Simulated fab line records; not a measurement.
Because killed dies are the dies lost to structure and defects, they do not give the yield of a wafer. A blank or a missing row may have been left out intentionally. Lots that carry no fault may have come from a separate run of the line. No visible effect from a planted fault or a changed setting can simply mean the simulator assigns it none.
fab line records	flow gf180mcu
record: lots: 5	wafers: 15	lastDay: 32
route steps=602 shown M5@534 V5@540
lots untouched by any fault: they come from a run of this same line in which no faults occurred
startH: hours from the record's opening day to when the first of the lot's shown wafers began	waitH: hours since the lot's step before	" unchanged from the row above	L1.1+2: several wafers, shown together as one row	- value missing, or start not given	* or withheld: withheld	< > ~ a bound
route shown NAME@n: names a module that has steps shown in the file, with the first one's number in the route	usual: the fault-free wafers' mean and standard deviation	same: alike in all rows	chamber/n: place in a boat	sites: readings site by site	_std_site: how widely they spread, as a standard deviation	_edge_site: mean of outer sites minus mean of inner sites	radiusMm: how far each site lies from the wafer's centre	mask NAME#n: copy n	behind: the last tool/chamber to shape the wafer	hold: what put the lot on hold/how long, in hours/how the hold closed	device: whichever transistor did not switch (one of n, p or np)	end of line: at the end of the route, the tests of the same wafers	a step without rows: its recipe alone	killed: count of dies lost to structure and defects at first sort (not the wafer's yield)	map: a wafer's dies, marking killed ones x, the rest . and places with no die _
set.NAME: the setting as run; set.NAME@STEP: as run at that earlier step	model.NAME: the simulator's own value behind a step, which no gauge read
certain route steps with their lots: each step a table, each wafer a row
services: a tool's chamber out of use, with start hour (startH, from the record's first day; less than 0 if before it), hours out, and reason
== steps ==
step: GF_M5_OVL_MEAS_08
usual: M5_OVL: -4/5.2
lot.wafer	tool	chamber	startH	waitH	M5_OVL[nm]
L074.2	overlay-02	-	606.97	0.1	0
L074.4	"	-	"	"	-1
L074.6	"	-	"	"	-1
L081.3	overlay-01	-	659.56	0.1	-1
L081.5	"	-	"	"	-3
L081.6	"	-	"	"	-6
L082.2	overlay-02	-	670.39	0.1	-5
L082.3	"	-	"	"	-7
L082.6	"	-	"	"	-8
L084.1	overlay-01	-	683.64	0.1	-7
L084.3	"	-	"	"	-2
L084.4	"	-	"	"	-4
L086.1	overlay-02	-	703.34	0.1	-12
L086.2	"	-	"	"	-14
L086.3	"	-	"	"	-15
step: GF_M5_ETCH_09
recipe: chemistry: CF4/O2	target: Si3N4	targetDepthNm: 52	sourceW: 800	biasW: 150	pressureMtorr: 150	cf4FlowSccm: 80	O2_flow_sccm: 10	timeS: 11.6
usual: drypumpMotorCurrentA: 5.7/0.4	oesProductAu: 0.997/0.0097	throttleValvePct: 5.970/0.0095
same: timeS: 11.6
lot.wafer	tool	chamber	startH	waitH	drypumpMotorCurrentA	oesProductAu	rfHoursCounterH	throttleValvePct
L074.2	rieDiel-01	1	607.00	0.0	5.1	1.005	3	5.979
L074.4	"	2	"	"	5.6	0.988	-	5.966
L074.6	"	3	"	"	5.9	1.009	-	5.972
L081.3	rieDiel-01	2	659.58	0.0	5.7	0.982	0	5.976
L081.5	"	3	"	"	6.0	1.000	-	5.990
L081.6	"	2	"	"	5.7	0.997	-	5.960
L082.2	rieDiel-01	1	670.42	0.0	5.1	0.998	5	5.957
L082.3	"	0	"	"	5.1	1.005	2	5.972
L082.6	"	0	"	"	5.1	0.998	-	5.966
L084.1	rieDiel-03	3	683.68	0.0	5.7	0.999	21	5.971
L084.3	"	1	"	"	6.0	1.002	8	5.973
L084.4	"	0	"	"	5.5	0.999	7	5.965
L086.1	rieDiel-03	0	703.37	0.0	5.5	1.000	7	5.962
L086.2	"	1	"	"	6.0	0.995	9	5.978
L086.3	"	2	"	"	6.4	1.009	5	5.969
step: GF_M5_METAL_ETCH_10
recipe: chemistry: Cl2/BCl3	maskMaterial: KrF	targetDepthNm: 750.8	stopOn: SiO2	pressureMtorr: 8	icpW: 800	biasW: 140	Cl2_flow_sccm: 80	bcl3FlowSccm: 40	timeS: 125.1
usual: drypumpMotorCurrentA: 5.8/0.4	heBacksideLeakSccm: 3.35/0.21	oesProductAu: 0.992/0.0054	throttleValvePct: 28.228/0.01
same: timeS: 125.1
lot.wafer	tool	chamber	startH	waitH	drypumpMotorCurrentA	heBacksideLeakSccm	oesProductAu	rfHoursCounterH	throttleValvePct
L074.2	rieMetal-04	1	607.02	0.0	6.0	3.60	0.996	3	28.232
L074.4	"	1	"	"	6.0	3.71	0.995	-	28.223
L074.6	"	1	"	"	6.0	3.68	0.991	-	28.235
L081.3	rieMetal-04	1	659.69	0.1	6.0	3.73	0.997	-	28.204
L081.5	"	1	"	"	6.0	3.57	0.991	-	28.227
L081.6	"	1	"	"	6.1	3.51	1.003	-	28.212
L082.2	rieMetal-04	1	670.49	0.1	6.0	3.50	0.992	-	28.221
L082.3	"	1	"	"	6.0	3.59	0.998	-	28.233
L082.6	"	1	"	"	6.0	3.62	0.995	-	28.240
L084.1	rieMetal-01	0	683.70	0.0	5.4	3.16	0.987	12	28.237
L084.3	"	1	"	"	5.0	3.56	0.980	-	28.242
L084.4	"	0	"	"	5.3	3.17	0.982	-	28.231
L086.1	rieMetal-03	0	703.40	0.0	6.1	3.25	0.983	14	28.223
L086.2	"	1	"	"	6.2	3.35	0.992	6	28.224
L086.3	"	1	"	"	6.2	3.41	0.989	-	28.216
step: GF_M5_STRIP_11
recipe: chemistry: O2/N2	powerW: 1400	pressureMtorr: 1500	platenTempC: 250	o2FlowSccm: 3000	n2FlowSccm: 300	overashFraction: 0.5
usual: drypumpMotorCurrentA: 5.8/0.36	heaterPowerW: 331/16	oesProductAu: 0.522/0.0048	platenTempC: 249.99/0.18	stripTimeToEndpointS: 7.03/0.044
lot.wafer	tool	chamber	startH	waitH	drypumpMotorCurrentA	heaterPowerW	oesProductAu	platenTempC	rfHoursCounterH	stripTimeToEndpointS
L074.2	plasmaAsher-01	0	607.15	0.1	5.5	316	0.524	250.33	53	7.03
L074.4	"	1	"	"	5.6	332	0.526	250.04	-	7.03
L074.6	"	1	"	"	5.6	342	0.520	250.24	-	7.06
L081.3	plasmaAsher-01	0	659.90	0.2	5.5	330	0.524	250.18	-	7.00
L081.5	"	1	"	"	5.6	334	0.512	249.90	-	6.98
L081.6	"	0	"	"	5.5	323	0.519	250.24	-	7.00
L082.2	plasmaAsher-01	0	670.70	0.2	5.5	327	0.522	250.20	59	7.03
L082.3	"	0	"	"	5.5	327	0.527	250.04	-	7.01
L082.6	"	1	"	"	5.6	327	0.529	250.25	-	7.07
L084.1	plasmaAsher-01	0	683.83	0.1	5.6	322	0.519	250.16	60	7.07
L084.3	"	0	"	"	5.6	319	0.524	249.96	-	7.14
L084.4	"	1	"	"	5.6	332	0.527	249.99	-	7.06
L086.1	plasmaAsher-03	0	703.53	0.1	5.4	311	0.526	250.03	91	7.08
L086.2	"	1	"	"	6.7	363	0.517	249.75	91	7.01
L086.3	"	1	"	"	6.7	373	0.527	249.92	-	7.00
step: GF_M5_STRIP_12
recipe: chemistry: postEtchResidueRemover	timeS: 1200	tempC: 72.5
same: timeS: 1200
lot.wafer	tool	chamber	startH	waitH
L074.2+4+6	wetBench-02	3	607.25	0.1
L081.3+5+6	wetBench-02	1	659.96	0.0
L082.2+3+6	wetBench-04	1	670.80	0.1
L084.1+3+4	wetBench-03	2	683.93	0.1
L086.1+2+3	wetBench-04	0	703.63	0.1
step: GF_M5_CLEAN_13
recipe: chemistry: DIW	dry: n2Spin
lot.wafer	tool	chamber	startH	waitH
L074.2+4+6	wetBench-03	3	607.59	0.0
L081.3+5+6	wetBench-03	1	660.30	0.0
L082.2+3+6	wetBench-02	2	671.15	0.0
L084.1+3+4	wetBench-04	0	684.27	0.0
L086.1+2+3	wetBench-02	0	703.97	0.0
step: GF_V5_CVD_00
recipe: material: SiO2	targetThkNm: 300	sigmaOpenFrac: 0.3	tempC: 400	timeS: 50	sih4FlowSccm: 60	pressureMtorr: 6
same: timeS: 50
lot.wafer	tool	chamber	startH	waitH
L074.2+4+6	hdpcvd-01	1,0,1	607.68	0.0
L081.3+5+6	hdpcvd-02	2,2,1	660.40	0.0
L082.2+3+6	hdpcvd-02	1,2,0	671.25	0.0
L084.1+3+4	hdpcvd-01	1,2,1	684.37	0.0
L086.1+2+3	hdpcvd-01	1,0,2	704.06	0.0
step: GF_V5_THK_MEAS_01
recipe: reads: SiO2_of_V5_CVD_00
usual: V5_CVD_00_THK: 299/3.2
lot.wafer	tool	chamber	startH	waitH	V5_CVD_00_THK[nm]
L074.2	filmMetro-02	-	607.74	0.0	295
L074.4	"	-	"	"	303
L074.6	"	-	"	"	300
L081.3	filmMetro-02	-	660.46	0.0	297
L081.5	"	-	"	"	297
L081.6	"	-	"	"	294
L082.2	filmMetro-02	-	671.30	0.0	301
L082.3	"	-	"	"	298
L082.6	"	-	"	"	294
L084.1	filmMetro-01	-	684.41	0.0	296
L084.3	"	-	"	"	294
L084.4	"	-	"	"	298
L086.1	filmMetro-03	-	704.10	0.0	299
L086.2	"	-	"	"	298
L086.3	"	-	"	"	299
step: GF_V5_CVD_02
recipe: material: SiO2	targetThkNm: 1450	precursor: TEOS	tempC: 400	timeS: 163.28	rfW: 600
usual: heaterPowerW: 683/120
same: timeS: 163.28
lot.wafer	tool	chamber	startH	waitH	heaterPowerW
L074.2	pecvd-04	2	607.79	0.0	839
L074.4	"	2	"	"	722
L074.6	"	1	"	"	495
L081.3	pecvd-03	1	660.50	0.0	698
L081.5	"	0	"	"	710
L081.6	"	1	"	"	583
L082.2	pecvd-04	2	671.35	0.0	751
L082.3	"	2	"	"	850
L082.6	"	0	"	"	566
L084.1	pecvd-02	1	684.47	0.1	507
L084.3	"	2	"	"	799
L084.4	"	1	"	"	431
L086.1	pecvd-03	0	704.16	0.1	781
L086.2	"	2	"	"	698
L086.3	"	1	"	"	712
step: GF_V5_THK_MEAS_03
recipe: reads: SiO2_of_V5_CVD_02
usual: V5_CVD_02_THK: 1452/19
lot.wafer	tool	chamber	startH	waitH	V5_CVD_02_THK[nm]
L074.2	filmMetro-03	-	607.90	0.1	1462
L074.4	"	-	"	"	1484
L074.6	"	-	"	"	1467
L081.3	filmMetro-03	-	660.63	0.1	1462
L081.5	"	-	"	"	1467
L081.6	"	-	"	"	1474
L082.2	filmMetro-01	-	671.52	0.1	1466
L082.3	"	-	"	"	1489
L082.6	"	-	"	"	1468
L084.1	filmMetro-03	-	684.58	0.1	1446
L084.3	"	-	"	"	1450
L084.4	"	-	"	"	1464
L086.1	filmMetro-01	-	704.27	0.1	1449
L086.2	"	-	"	"	1433
L086.3	"	-	"	"	1437
step: GF_V5_CMP_04
recipe: material: SiO2	downForcePsi: 4	platenRpm: 60	padVelocityMS: 0.94248
usual: motorCurrentA: 11.8/1	platenRpm: 60.00/0.04
lot.wafer	tool	chamber	startH	waitH	motorCurrentA	platenRpm
L074.4	cmp-01	1	608.05	0.1	11.0	60.02
L074.2	"	2	"	"	13.2	60.07
L074.6	"	0	"	"	11.9	60.11
L081.3	cmp-01	3	660.77	0.1	13.0	60.01
L081.6	"	1	"	"	11.1	59.98
L081.5	"	2	"	"	13.6	60.04
L082.3	cmp-01	3	671.57	0.0	13.0	59.95
L082.2	"	0	"	"	11.5	59.96
L082.6	"	3	"	"	12.9	60.06
L084.3	cmp-01	2	684.69	0.1	13.6	59.98
L084.1	"	3	"	"	12.7	59.97
L084.4	"	0	"	"	11.4	59.96
L086.2	cmp-01	2	704.33	0.0	14.0	60.03
L086.1	"	3	"	"	13.1	60.04
L086.3	"	1	"	"	11.0	60.03
step: GF_V5_BOW_MEAS_05
recipe: mode: bow
usual: V5_BOW: 133/11
lot.wafer	tool	chamber	startH	waitH	V5_BOW[um]
L074.2	filmMetro-02	-	608.27	0.1	132
L074.4	"	-	"	"	136
L074.6	"	-	"	"	130
L081.3	filmMetro-03	-	661.01	0.2	125
L081.5	"	-	"	"	123
L081.6	"	-	"	"	120
L082.2	filmMetro-02	-	671.89	0.2	155
L082.3	"	-	"	"	146
L082.6	"	-	"	"	166
L084.1	filmMetro-03	-	684.94	0.1	140
L084.3	"	-	"	"	123
L084.4	"	-	"	"	144
L086.1	filmMetro-03	-	704.63	0.2	150
L086.2	"	-	"	"	152
L086.3	"	-	"	"	145
step: GF_V5_DEHYDRATE_06
recipe: tempC: 200	timeS: 60
usual: chillPlateTempC: 22.99/0.1
same: timeS: 60
lot.wafer	tool	chamber	startH	waitH	chillPlateTempC
L074.2	lithoTrack-03	0	617.90	9.6	22.89
L074.4	"	0	"	"	23.01
L074.6	"	0	"	"	22.95
L081.3	lithoTrack-01	0	669.60	8.6	22.98
L081.5	"	0	"	"	22.99
L081.6	"	0	"	"	22.86
L082.2	lithoTrack-03	0	680.65	8.7	23.16
L082.3	"	0	"	"	23.08
L082.6	"	0	"	"	23.03
L084.1	lithoTrack-03	0	693.72	8.8	22.87
L084.3	"	0	"	"	23.03
L084.4	"	0	"	"	23.13
L086.1	lithoTrack-03	0	712.97	8.3	22.96
L086.2	"	0	"	"	22.80
L086.3	"	0	"	"	22.97
== services ==
tool	chamber	startH	hours	kind
rieDiel-01	0	597.73	5.1	repair
rieDiel-01	0	602.85	-	clean
rieDiel-01	0	602.85	16.6	scheduledDown
rieDiel-01	0	602.85	16.6	ventCycle
plasmaAsher-03	-	615.71	10.0	repair
rieDiel-01	2	619.41	-	clean
rieDiel-01	2	619.41	25.5	scheduledDown
rieDiel-01	2	619.41	25.5	ventCycle
plasmaAsher-01	-	629.21	0.7	repair
rieMetal-03	0	638.13	48.1	repair
rieMetal-04	0	653.15	9.8	repair
cmp-01	-	661.62	0.8	repair
rieMetal-01	-	662.63	14.6	pm
rieMetal-04	0	662.92	-	clean
pecvd-04	1	663.72	16.4	repair
pecvd-03	2	678.64	22.3	repair
pecvd-03	0	685.81	3.2	repair
rieMetal-01	-	692.30	2.8	pm
rieDiel-01	3	693.09	3.4	repair
rieMetal-01	0	697.45	4.2	repair
rieDiel-01	-	698.90	0.1	repair
hdpcvd-01	2	699.36	4.3	repair
pecvd-02	0	701.58	4.4	repair
rieDiel-01	-	707.10	4.3	pm
== key ==
fault none
